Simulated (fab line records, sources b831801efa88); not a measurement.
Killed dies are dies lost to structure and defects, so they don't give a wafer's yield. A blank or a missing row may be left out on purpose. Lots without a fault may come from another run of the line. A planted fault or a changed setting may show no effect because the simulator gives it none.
fab line records | flow sky130
record lots=6 wafers=18 last_day=50
route steps=708 shown METAL5@665 PAD_OPEN@708
lots that met no fault: from a run of the same line without faults
start_h: hours from the record's first day to the start of the lot's first wafer shown | wait_h: hours since the lot's step before | " the same as in the row above | L1.1+2: a row that stands for several wafers | - no value, or no start given | * or withheld: withheld | < > ~ a bound
route shown NAME@n: a module of which the file shows steps, and the number in the route of the first | usual: mean/standard deviation of fault-free wafers | same: alike in all rows | chamber/n: place in a boat | sites: the reading at each site | _std_site: their standard deviation | _edge_site: outer sites' mean less inner sites' | radius_mm: how far each site lies from the wafer's centre | mask NAME#n: copy n | behind: the tool/chamber that last shaped the wafer | hold: why the lot was held/for how many hours/how that ended | device: the transistor (n, p or np) that didn't switch | end of line: the same wafers' tests at the end of the route | a step without rows: its recipe alone | killed: dies lost to structure and defects at the first sort, not the wafer's yield | map: a wafer's dies, x killed, . not, _ none there
set.NAME: the setting as run; set.NAME@STEP: as run at that earlier step | model.NAME: the simulator's own value behind a step, which no gauge read
lots at some steps of the route; a table a step, a row a wafer
services: from which hour (start_h, from the record's first day; less than 0 if before it) a tool's chamber was out of use, for how many hours, and why
## steps
# step SKY_METAL5_SPUTTER_04
# recipe material=TiN target_thk_nm=70 power_w=6500 time_s=58.3 chamber_pressure_pa=0.4
# usual throttle_valve_pct=30.3/0.79
# columns lot.wafer tool chamber start_h wait_h throttle_valve_pct
L547.3 pvd_sputter-04 - 1018.32 0.0 30.0
L547.4 " - " " 30.2
L547.6 " - " " 29.8
L555.4 pvd_sputter-01 - 1077.68 0.0 30.4
L555.5 " - " " 29.1
L555.6 " - " " 30.5
L556.2 pvd_sputter-01 - 1090.22 0.0 30.6
L556.4 " - " " 30.5
L556.6 " - " " 30.5
L560.3 pvd_sputter-01 - 1112.30 0.0 29.2
L560.5 " - " " 30.4
L560.6 " - " " 31.7
L561.1 pvd_sputter-04 - 1128.16 0.0 29.6
L561.3 " - " " 30.6
L561.5 " - " " 29.8
L565.2 pvd_sputter-01 - 1135.23 0.0 29.0
L565.3 " - " " 30.5
L565.6 " - " " 31.7
# step SKY_METAL5_RS_MEAS_05
# recipe thk_meas_gauge=four-point-probe reads=TiN_of_METAL5_SPUTTER_04+Ti_of_METAL5_SPUTTER_03+AlCu_of_METAL5_SPUTTER_02+TiN_of_METAL5_SPUTTER_01+Ti_of_METAL5_SPUTTER_00
# usual METAL5_ALCU_RS=0.02695/0.00021
# columns lot.wafer tool chamber start_h wait_h METAL5_ALCU_RS[ohm/sq]
L547.3 film_metro-03 - 1018.41 0.1 0.02677
L547.4 " - " " 0.02671
L547.6 " - " " 0.0265
L555.4 film_metro-02 - 1077.79 0.1 0.02697
L555.5 " - " " 0.02705
L555.6 " - " " 0.02698
L556.2 film_metro-04 - 1090.32 0.1 0.02693
L556.4 " - " " 0.02681
L556.6 " - " " 0.02701
L560.3 film_metro-03 - 1112.39 0.1 0.02686
L560.5 " - " " 0.02675
L560.6 " - " " 0.02716
L561.1 film_metro-03 - 1128.21 0.0 0.02677
L561.3 " - " " 0.02688
L561.5 " - " " 0.02664
L565.2 film_metro-04 - 1135.30 0.0 0.02666
L565.3 " - " " 0.02687
L565.6 " - " " 0.02717
# step SKY_METAL5_THK_MEAS_06
# recipe thk_meas_gauge=xrf reads=AlCu_of_METAL5_SPUTTER_02
# usual METAL5_ALCU_THK=1166/12
# columns lot.wafer tool chamber start_h wait_h METAL5_ALCU_THK[nm]
L547.3 film_metro-03 - 1018.51 0.1 1175
L547.4 " - " " 1176
L547.6 " - " " 1176
L555.4 film_metro-02 - 1077.88 0.1 1171
L555.5 " - " " 1170
L555.6 " - " " 1175
L556.2 film_metro-04 - 1090.43 0.1 1165
L556.4 " - " " 1174
L556.6 " - " " 1162
L560.3 film_metro-03 - 1112.49 0.1 1179
L560.5 " - " " 1170
L560.6 " - " " 1155
L561.1 film_metro-03 - 1128.33 0.1 1189
L561.3 " - " " 1176
L561.5 " - " " 1184
L565.2 film_metro-04 - 1135.41 0.1 1180
L565.3 " - " " 1163
L565.6 " - " " 1143
# step SKY_METAL5_DEHYDRATE_07
# recipe temp_c=200 time_s=60
# step SKY_METAL5_HMDS_08
# recipe prime_time_s=60 prime_temp_c=120
# step SKY_METAL5_COAT_09
# recipe resist=NOVOLAK spin_rpm=3000 resist_thk_nm=1800
# step SKY_METAL5_SOFTBAKE_10
# recipe temp_c=90 time_s=60 resist=NOVOLAK
# step SKY_METAL5_EXPOSE_11
# recipe mask_id=MM5 na=0.6 source_shape=conventional sigma_outer=0.6 polarization=unpolarized target_cd_nm=1600 dose_mj=190
# step SKY_METAL5_PEB_12
# recipe temp_c=withheld time_s=* resist=NOVOLAK
# step SKY_METAL5_DEVELOP_13
# recipe resist=NOVOLAK developer=TMAH develop_time_s=60 dev_temp_c=23
# step SKY_METAL5_DESCUM_14
# recipe chemistry=O2 source_power_w=150 bias_power_w=0 pressure_mtorr=10 temp_c=40 time_s=11
# usual drypump_motor_current_A=5.6/0.47 oes_product_au=0.998/0.0071
# columns lot.wafer tool chamber start_h wait_h drypump_motor_current_A oes_product_au rf_hours_counter_h
L547.3 rie_metal-01 1 1041.26 0.1 5.1 0.992 -
L547.4 " 0 " " 5.9 0.990 -
L547.6 " 0 " " 5.9 0.988 -
L555.4 rie_metal-03 0 1097.61 0.1 5.7 0.999 -
L555.5 " 1 " " 5.1 0.985 -
L555.6 " 0 " " 5.8 1.000 -
L556.2 rie_metal-01 0 1111.16 0.1 6.0 0.995 -
L556.4 " 0 " " 5.9 0.994 -
L556.6 " 0 " " 5.9 0.993 -
L560.3 rie_metal-01 1 1132.64 0.1 5.1 0.997 -
L560.5 " 0 " " 6.0 0.987 -
L560.6 " 1 " " 5.1 0.996 -
L561.1 rie_metal-01 1 1146.05 0.1 5.1 1.003 20
L561.3 " 0 " " 5.9 0.992 -
L561.5 " 0 " " 5.9 0.997 -
L565.2 rie_metal-01 1 1153.13 0.1 5.1 0.996 21
L565.3 " 0 " " 5.9 0.991 -
L565.6 " 0 " " 5.9 0.992 -
# step SKY_METAL5_METAL_ETCH_15
# recipe target_depth_a=12600 stop_on=SiO2 over_etch_frac=0.2 time_s=252 chemistry=Cl2/BCl3 resist_sidewall_deg=86 pressure_mtorr=10 icp_w=900 bias_w=48.5 Cl2_flow_sccm=60 bcl3_flow_sccm=30
# usual drypump_motor_current_A=5.6/0.47 oes_product_au=0.894/0.0046 throttle_valve_pct=22.264/0.0092
# columns lot.wafer tool chamber start_h wait_h drypump_motor_current_A oes_product_au rf_hours_counter_h throttle_valve_pct
L547.3 rie_metal-01 1 1041.36 0.1 5.1 0.905 - 22.261
L547.4 " 0 " " 5.9 0.895 - 22.252
L547.6 " 0 " " 5.9 0.894 - 22.272
L555.4 rie_metal-03 0 1097.71 0.1 5.8 0.897 - 22.262
L555.5 " 1 " " 5.1 0.900 - 22.272
L555.6 " 0 " " 5.8 0.900 - 22.255
L556.2 rie_metal-01 0 1111.29 0.1 5.9 0.893 - 22.282
L556.4 " 0 " " 5.9 0.892 - 22.253
L556.6 " 0 " " 5.9 0.891 - 22.265
L560.3 rie_metal-01 1 1132.74 0.1 5.1 0.889 - 22.264
L560.5 " 0 " " 5.9 0.891 - 22.274
L560.6 " 1 " " 5.1 0.891 - 22.265
L561.1 rie_metal-01 1 1146.08 0.0 5.1 0.896 20 22.267
L561.3 " 0 " " 5.9 0.891 - 22.252
L561.5 " 0 " " 5.9 0.897 - 22.252
L565.2 rie_metal-01 1 1153.16 0.0 5.1 0.893 21 22.269
L565.3 " 0 " " 5.9 0.893 - 22.282
L565.6 " 0 " " 5.9 0.892 - 22.254
# step SKY_METAL5_STRIP_16
# recipe chemistry=O2/N2 power_w=1400 pressure_mtorr=1500 platen_temp_c=withheld o2_flow_sccm=3000 n2_flow_sccm=300 overash_fraction=0.5
# usual chamber_pressure_mTorr=1500.2/1.5 drypump_motor_current_A=5.6/0.53 oes_product_au=0.710/0.0047 strip_time_to_endpoint_s=13.10/0.1
# columns lot.wafer tool chamber start_h wait_h chamber_pressure_mTorr drypump_motor_current_A oes_product_au rf_hours_counter_h strip_time_to_endpoint_s model.NOVOLAK_of_METAL5_COAT_09.thk_nm
L547.3 plasma_asher-03 1 1041.55 0.1 1498.6 6.1 0.709 - 13.00 0
L547.4 " 0 " " 1501.8 4.8 0.715 - 13.17 0
L547.6 " 0 " " 1500.4 4.8 0.709 - 13.07 0
L555.4 plasma_asher-02 1 1097.90 0.1 - - - - - 1044
L555.5 " 1 " " - - - - - 1053
L555.6 " 0 " " - - - - - 1047
L556.2 plasma_asher-02 1 1111.68 0.3 - - - - - 1048
L556.4 " 0 " " - - - - - 1046
L556.6 " 1 " " - - - - - 1046
L560.3 plasma_asher-03 1 1132.93 0.1 1500.4 6.1 0.705 - 13.04 0
L560.5 " 0 " " 1499.4 4.9 0.707 - 13.06 0
L560.6 " 1 " " 1501.6 6.1 0.717 - 12.99 0
L561.1 plasma_asher-03 1 1146.31 0.2 1500.9 6.1 0.706 8 13.09 0
L561.3 " 0 " " 1494.8 4.8 0.715 - 13.20 0
L561.5 " 0 " " 1500.2 4.8 0.711 - 13.01 0
L565.2 plasma_asher-02 1 1153.40 0.2 1501.4 5.9 0.712 70 13.19 0
L565.3 " 1 " " 1501.7 5.9 0.703 - 13.29 0
L565.6 " 0 " " 1500.2 5.8 0.707 - 13.29 0
# step SKY_METAL5_STRIP_17
# recipe chemistry=post_etch_residue_remover time_s=1200 temp_c=72.5
# step SKY_PAD_OPEN_PROBE_99
# usual defect_limited_yield=82.2/1.8 killed_at_M0_to_M3=44/6 killed_at_M4_up=3.3/2.1 killed_at_contacts=25/5.5 killed_at_front_end=15/4.3 killed_at_other=0.2/0.41 killed_dies=88/9.1 killed_open=48/6.6 killed_short=39/6.7 sort_bin_3_pad_short=0.9/0.4 sort_bin_5_function=10.4/1.5 sort_bin_6_memory=6.5/1.1 sort_n_pass=404/9.1 sort_yield_pct=82.2/1.8
# same gross_dies=492 killed_at_back_side=0 sort_bin_4_leakage[%]=0 sort_bin_8_speed[%]=0
# columns lot.wafer tool chamber start_h wait_h defect_limited_yield[%] killed_at_M0_to_M3 killed_at_M4_up killed_at_contacts killed_at_front_end killed_at_other killed_dies killed_open killed_short sort_bin_3_pad_short[%] sort_bin_5_function[%] sort_bin_6_memory[%] sort_n_pass sort_yield_pct[%] model.etest.met5_comb.leak_log10_a_um model.etest.met5.line_ohm_um
L547.3 prober-01 - 1087.68 0.2 80.7 48 2 28 17 0 95 49 46 0.8 11.8 6.7 397 80.7 -11.96 0.01683
L547.4 prober-01 - 1087.73 0.2 84.1 45 3 20 10 0 78 45 33 0.4 10.6 4.9 414 84.1 -12.12 0.01668
L547.6 prober-01 - 1087.83 0.2 85.6 33 1 25 12 0 71 37 33 1.2 6.9 6.3 421 85.6 -12.02 0.01664
L555.4 prober-01 - 1140.86 0.2 79.7 52 4 21 23 0 100 52 48 1.0 9.8 9.6 392 79.7 -11.32 0.01726
L555.5 prober-01 - 1140.91 0.2 81.7 48 3 25 14 0 90 52 38 0.6 10.0 7.7 402 81.7 -11.1 0.0173
L555.6 prober-01 - 1140.96 0.2 82.7 46 4 20 15 0 85 50 35 1.4 8.5 7.3 407 82.7 -11.19 0.01751
L556.2 prober-02 - 1153.37 0.1 81.7 52 1 25 12 0 90 51 39 0.4 10.8 7.1 402 81.7 -11.22 0.0172
L556.4 prober-02 - 1153.47 0.2 83.5 43 4 17 17 0 81 47 34 1.2 11.0 4.3 411 83.5 -11.12 0.01717
L556.6 prober-02 - 1153.57 0.2 79.7 52 3 24 21 0 100 63 37 0.6 12.4 7.3 392 79.7 -11.21 0.0171
L560.3 prober-02 - 1171.73 0.2 86.6 39 0 23 4 0 66 41 25 1.0 6.7 5.7 426 86.6 -12 0.0167
L560.5 prober-02 - 1171.83 0.2 81.3 45 3 26 18 0 92 44 48 0.6 12.0 6.1 400 81.3 -11.95 0.01691
L560.6 prober-02 - 1171.88 0.2 79.7 50 5 29 15 1 100 52 48 0.4 13.8 6.1 392 79.7 -12.06 0.01703
L561.1 prober-01 - 1182.51 0.1 84.1 38 1 22 17 0 78 34 44 1.0 9.8 5.1 414 84.1 -11.97 0.01673
L561.3 prober-01 - 1182.61 0.2 83.9 39 1 26 13 0 79 48 31 0.6 10.0 5.5 413 83.9 -12.05 0.01689
L561.5 prober-01 - 1182.71 0.2 85.0 43 4 13 14 0 74 44 30 1.0 7.7 6.3 418 85.0 -11.93 0.01661
L565.2 prober-01 - 1191.38 0.1 78.9 49 1 37 17 0 104 60 44 1.0 14.0 6.1 388 78.9 -12.01 0.0165
L565.3 prober-01 - 1191.43 0.2 80.1 55 2 22 19 0 98 56 42 0.8 11.2 7.9 394 80.1 -11.91 0.01667
L565.6 prober-01 - 1191.58 0.2 82.7 44 3 26 12 0 85 52 33 1.0 10.2 6.1 407 82.7 -11.99 0.01708
# killed by level:class
L547.3 VIA1:geometric_particle:open=13 LI_CONTACT:geometric_particle:open=8 CONTACT:geometric_particle:short=8 VIA2:geometric_particle:open=7 FIELD_ISO:geometric_particle:short=6 VIA3:geometric_particle:open=5 CONTACT:geometric_particle:open=5 METAL1:geometric_particle:short=5
L547.4 VIA3:geometric_particle:open=12 CONTACT:geometric_particle:open=10 METAL2:geometric_particle:short=7 LI_CONTACT:geometric_particle:open=5 METAL1:geometric_particle:short=5 VIA1:geometric_particle:short=5 VIA1:geometric_particle:open=4 FIELD_ISO:geometric_particle:open=2
L547.6 CONTACT:geometric_particle:open=11 CONTACT:geometric_particle:short=6 VIA1:geometric_particle:open=6 FIELD_ISO:geometric_particle:short=5 FIELD_ISO:geometric_particle:open=5 LI_CONTACT:geometric_particle:open=4 METAL1:geometric_particle:short=4 METAL2:geometric_particle:short=4
L555.4 VIA2:geometric_particle:open=12 FIELD_ISO:geometric_particle:short=9 CONTACT:geometric_particle:open=9 VIA2:geometric_particle:short=8 VIA3:geometric_particle:open=8 METAL1:geometric_particle:short=7 VIA1:geometric_particle:open=6 LI_CONTACT:geometric_particle:open=5
L555.5 CONTACT:geometric_particle:open=15 VIA3:geometric_particle:open=10 VIA1:geometric_particle:open=9 VIA2:geometric_particle:open=9 VIA1:geometric_particle:short=6 FIELD_ISO:geometric_particle:short=5 LI_CONTACT:geometric_particle:open=5 POLY_GATE:geometric_particle:short=4
L555.6 VIA1:geometric_particle:open=14 LI_CONTACT:geometric_particle:open=8 CONTACT:geometric_particle:open=8 METAL1:geometric_particle:short=8 VIA3:geometric_particle:open=6 POLY_GATE:geometric_particle:short=5 METAL3:geometric_particle:short=5 FIELD_ISO:geometric_particle:short=4
L556.2 VIA1:geometric_particle:open=10 VIA3:geometric_particle:open=9 METAL1:geometric_particle:short=9 VIA1:geometric_particle:short=8 VIA2:geometric_particle:open=8 CONTACT:geometric_particle:open=7 LI_CONTACT:geometric_particle:open=6 CONTACT:geometric_particle:short=5
L556.4 VIA1:geometric_particle:open=12 VIA3:geometric_particle:open=8 METAL1:geometric_particle:short=7 FIELD_ISO:geometric_particle:open=5 METAL2:geometric_particle:short=5 POLY_GATE:geometric_particle:open=5 LI_CONTACT:geometric_particle:open=5 CONTACT:geometric_particle:short=5
L556.6 VIA1:geometric_particle:open=15 LI_CONTACT:geometric_particle:open=9 POLY_GATE:geometric_particle:open=8 VIA2:geometric_particle:open=8 VIA3:geometric_particle:open=8 CONTACT:geometric_particle:open=7 VIA1:geometric_particle:short=5 VIA3:geometric_particle:short=5
L560.3 VIA2:geometric_particle:open=11 LI_CONTACT:geometric_particle:open=10 CONTACT:geometric_particle:open=7 VIA1:geometric_particle:open=7 VIA2:geometric_particle:short=6 METAL1:geometric_particle:short=4 LOCAL_INTERCONNECT:geometric_particle:short=3 VIA3:geometric_particle:short=3
L560.5 VIA1:geometric_particle:open=11 METAL1:geometric_particle:short=8 FIELD_ISO:geometric_particle:short=7 LOCAL_INTERCONNECT:geometric_particle:short=6 VIA2:geometric_particle:open=6 CONTACT:geometric_particle:open=6 VIA1:geometric_particle:short=6 LI_CONTACT:geometric_particle:open=5
L560.6 CONTACT:geometric_particle:open=10 LI_CONTACT:geometric_particle:open=9 VIA1:geometric_particle:short=8 VIA3:geometric_particle:open=7 VIA2:geometric_particle:open=7 METAL1:geometric_particle:short=6 FIELD_ISO:geometric_particle:short=5 FIELD_ISO:geometric_particle:open=5
L561.1 LOCAL_INTERCONNECT:geometric_particle:short=9 VIA1:geometric_particle:short=8 VIA1:geometric_particle:open=8 METAL2:geometric_particle:short=6 LI_CONTACT:geometric_particle:open=5 VIA3:geometric_particle:open=5 FIELD_ISO:geometric_particle:short=4 POLY_GATE:geometric_particle:short=4
L561.3 CONTACT:geometric_particle:open=13 VIA1:geometric_particle:open=10 LI_CONTACT:geometric_particle:open=5 VIA2:geometric_particle:open=5 POLY_GATE:geometric_particle:open=4 CONTACT:geometric_particle:short=4 METAL2:geometric_particle:short=4 VIA3:geometric_particle:open=4
L561.5 VIA1:geometric_particle:open=15 METAL2:geometric_particle:short=7 VIA3:geometric_particle:open=6 LI_CONTACT:geometric_particle:open=5 CONTACT:geometric_particle:open=4 METAL3:geometric_particle:short=4 POLY_GATE:geometric_particle:open=3 POLY_GATE:geometric_particle:short=3
L565.2 CONTACT:geometric_particle:open=15 VIA1:geometric_particle:open=14 VIA2:geometric_particle:open=10 CONTACT:geometric_particle:short=9 VIA1:geometric_particle:short=7 POLY_GATE:geometric_particle:open=7 LI_CONTACT:geometric_particle:open=5 LOCAL_INTERCONNECT:geometric_particle:short=5
L565.3 VIA1:geometric_particle:open=14 CONTACT:geometric_particle:open=11 METAL2:geometric_particle:short=8 VIA3:geometric_particle:open=8 POLY_GATE:geometric_particle:short=6 VIA1:geometric_particle:short=6 FIELD_ISO:geometric_particle:short=5 METAL1:geometric_particle:short=5
L565.6 CONTACT:geometric_particle:open=11 VIA3:geometric_particle:open=11 VIA2:geometric_particle:open=10 CONTACT:geometric_particle:short=6 VIA1:geometric_particle:short=5 VIA1:geometric_particle:open=5 LOCAL_INTERCONNECT:geometric_particle:short=4 VIA3:geometric_particle:short=4
## services
# columns tool chamber start_h hours kind
plasma_asher-03 - 1021.19 6.6 repair
pvd_sputter-01 - 1044.90 6.3 repair
pvd_sputter-04 2 1045.86 - consumable_replace:kit
pvd_sputter-04 2 1045.86 18.0 scheduled_down
pvd_sputter-04 2 1045.86 18.0 vent_cycle
plasma_asher-03 - 1055.25 9.0 pm
plasma_asher-03 0 1055.25 9.0 vent_cycle
plasma_asher-03 1 1055.25 9.0 vent_cycle
plasma_asher-03 0 1064.25 - clean
plasma_asher-03 1 1064.25 - clean
pvd_sputter-04 - 1087.13 9.2 repair
rie_metal-01 0 1087.74 5.5 repair
rie_metal-01 1 1089.90 21.7 repair
pvd_sputter-04 - 1120.35 3.8 repair
plasma_asher-02 - 1122.54 0.7 repair
plasma_asher-02 - 1133.45 2.8 pm
pvd_sputter-04 1 1142.34 - consumable_replace:kit
pvd_sputter-04 1 1142.34 18.0 scheduled_down
pvd_sputter-04 1 1142.34 18.0 vent_cycle
pvd_sputter-01 - 1144.25 4.9 repair
## key
first_sign step=SKY_METAL5_STRIP_16 reading=tool_record direction=missing
effect none on later readings
model_effect step=SKY_METAL5_STRIP_16 value=NOVOLAK_of_METAL5_COAT_09.thk_nm without=0 struck=1047
model_effect step=SKY_PAD_OPEN_PROBE_99 value=etest.met5_comb.leak_log10_a_um without=-11.99 struck=-11.19
met_at SKY_METAL5_STRIP_16
struck_wafers L555.4,L555.5,L555.6,L556.2,L556.4,L556.6
fault kind=skipped_step_whole tool=plasma_asher-02 chamber=- onset_h=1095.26 steps=SKY_METAL5_STRIP_16 scope=struck_lots_only
